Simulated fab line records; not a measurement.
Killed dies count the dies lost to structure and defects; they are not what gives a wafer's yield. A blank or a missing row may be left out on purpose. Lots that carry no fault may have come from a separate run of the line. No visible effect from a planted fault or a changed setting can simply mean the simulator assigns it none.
Which tool was responsible? -- flow gf180mcu -- Sampling: 13 lots, 39 wafers, 4 of 602 route steps

## WHAT EACH GAUGE READ, for each wafer
GF_STI_CD_MEAS_12 targets a cd of 220 nm.
lot,measured,on,cdNm (nm)
L489,day 2 12:40,cdSem-01,219.4 218.8 220.6
L490,day 2 16:27,cdSem-02,218.4 218.1 218.8
L491,day 2 20:52,cdSem-01,222.0 222.0 222.4
L492,day 3 05:47,cdSem-02,217.4 218.0 218.2
L495,day 3 20:42,cdSem-02,316.8 318.3 316.4
L496,day 4 00:17,cdSem-01,317.1 317.0 317.3
L497,day 4 06:00,cdSem-01,217.8 219.2 217.9
L503,day 5 11:59,cdSem-02,218.7 219.6 219.5
L504,day 5 17:19,cdSem-01,220.7 219.3 219.8
L505,day 5 21:55,cdSem-01,221.2 221.9 221.3
L506,day 6 02:20,cdSem-01,221.6 222.2 221.3
L508,day 6 13:41,cdSem-02,220.7 221.5 219.8
L510,day 7 00:11,cdSem-01,218.9 219.5 219.9

GF_M1_THK_MEAS_06: measures by xrf.
lot,measured,on,M1_ALCU_THK (nm)
L489,day 17 03:28,filmMetro-03,451 463 459
L490,day 17 05:34,filmMetro-03,462 463 467
L491,day 17 21:13,filmMetro-01,468 455 465
L492,day 18 08:13,filmMetro-01,462 453 460
L497,day 19 23:09,filmMetro-03,470 471 471
L503,day 22 01:44,filmMetro-01,461 463 451
L504,day 22 07:46,filmMetro-01,460 465 460
L505,day 22 16:42,filmMetro-01,465 466 462
L506,day 23 00:47,filmMetro-01,460 458 465
L508,day 23 14:58,filmMetro-02,464 473 467
L510,day 24 08:34,filmMetro-01,457 455 463

## EACH LOT AND THE TOOL THAT RAN IT (in order: tool; ch and the chambers of the sampled wafers; start)
lot,GF_STI_PEB_10,GF_HV_LDD_STRIP_37
L489,"lithoTrack-02 ch 0, day 2 12:19","plasmaAsher-03 ch 0,1, day 12 07:26"
L490,"lithoTrack-03 ch 0, day 2 16:06","plasmaAsher-02 ch 0,1, day 12 13:28"
L491,"lithoTrack-03 ch 0, day 2 20:33","plasmaAsher-03 ch 0,1, day 12 22:11"
L492,"lithoTrack-01 ch 0, day 3 05:26","plasmaAsher-01 ch 0,1, day 13 12:56"
L495,"lithoTrack-03 ch 0, day 3 20:21",-
L496,"lithoTrack-03 ch 0, day 3 23:58",-
L497,"lithoTrack-01 ch 0, day 4 05:40","plasmaAsher-03 ch 0,1, day 14 23:22"
L503,"lithoTrack-02 ch 0, day 5 11:38","plasmaAsher-02 ch 0,1, day 16 21:39"
L504,"lithoTrack-02 ch 0, day 5 16:58","plasmaAsher-02 ch 0,1, day 17 01:29"
L505,"lithoTrack-02 ch 0, day 5 21:34","plasmaAsher-01 ch 0,1, day 17 13:07"
L506,"lithoTrack-01 ch 0, day 6 01:59","plasmaAsher-03 ch 0,1, day 17 15:53"
L508,"lithoTrack-02 ch 0, day 6 13:20","plasmaAsher-01 ch 0,1, day 18 08:23"
L510,"lithoTrack-02 ch 0, day 6 23:51","plasmaAsher-02 ch 0,1, day 19 01:17"
- GF_STI_PEB_10: peb time 90 s.
- GF_HV_LDD_STRIP_37: strips in O2/N2.

## AS READ BY THE TOOLS THEMSELVES (means over the sampled wafers that have a number; for cases with no such wafer, the mark the record gives instead)
GF_STI_PEB_10.
lot,tool,heaterPowerTotalW (W),plateTempC (C)
L489,lithoTrack-02,85.78,134.81
L490,lithoTrack-03,85.71,134.98
L491,lithoTrack-03,85.73,134.87
L492,lithoTrack-01,85.67,134.85
L495,lithoTrack-03,72.61,118.92
L496,lithoTrack-03,72.53,118.99
L497,lithoTrack-01,85.76,135.04
L503,lithoTrack-02,85.62,135.08
L504,lithoTrack-02,85.73,135.15
L505,lithoTrack-02,85.71,134.84
L506,lithoTrack-01,85.73,134.93
L508,lithoTrack-02,85.69,134.82
L510,lithoTrack-02,85.73,135.11

GF_HV_LDD_STRIP_37.
lot,tool,drypumpMotorCurrentA (A),heaterPowerW (W),oesProductAu (a.u.),stripTimeToEndpointS (s)
L489,plasmaAsher-03,5.9,374,0.717,12.64
L490,plasmaAsher-02,6.0,333,0.714,12.61
L491,plasmaAsher-03,5.7,370,0.713,12.65
L492,plasmaAsher-01,5.6,355,0.712,12.66
L497,plasmaAsher-03,5.6,373,0.714,12.64
L503,plasmaAsher-02,6.0,329,0.718,12.60
L504,plasmaAsher-02,6.0,336,0.718,12.57
L505,plasmaAsher-01,5.4,337,0.714,12.62
L506,plasmaAsher-03,5.9,372,0.718,12.64
L508,plasmaAsher-01,5.5,332,0.717,12.58
L510,plasmaAsher-02,6.0,334,0.717,12.63

## THE ANSWER, worked out from the rows above alone
Rule: the usual values come from the lots themselves. Put in order of their means at a reading, lots are off if they are a third of the lots or fewer, leave a main group of 4 or more, and stand apart from it by a gap of 3 or more times the standard deviation of the main group's means; of several such gaps the widest counts. A main group whose means are all the same, to the digits that the tables above print for the reading, isn't used. A lot without any number at a reading at which 4 lots or more have one is off too. The other lots that the step has rows for count as sound. Order of review: gauges by route order, followed by the tools' own readings, for which a lot's mean as printed above is used. The first step at which some lot is off is used, and at that step the reading that is off furthest; a lot without a number counts as furthest.
Off: L495, L496 (GF_STI_CD_MEAS_12, cdNm). The main group: mean 219.9 nm, standard deviation 1.4.
If a tool, at a process step before that reading, ran all the lots that are off and no sound lot after the first of them, it fits. Not tried: the gauges at GF_STI_CD_MEAS_12; whatever is off there is also off at GF_STI_PEB_10, on other tools, and gauge error can't account for it. One fits: lithoTrack-03 at GF_STI_PEB_10. Its last sound lot is L491 (day 2 20:33), its first lot that is off L495 (day 3 20:21): a fault that began between those two fits.
The tool's own readings at GF_STI_PEB_10 bear it out: on the lots that are off they differ by more than 5 times the standard deviation of the sound lots' means. heaterPowerTotalW reads 72.57 W there against 85.71 W on the sound lots; plateTempC reads 118.95 C there against 134.95 C on the sound lots.

## WHAT HAD BEEN PUT IN BY THE SIMULATOR
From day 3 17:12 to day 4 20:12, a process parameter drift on lithoTrack-03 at GF_STI_PEB_10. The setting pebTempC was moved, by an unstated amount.
Shown lots that were struck: L495, L496. The rule given above showed the same thing.
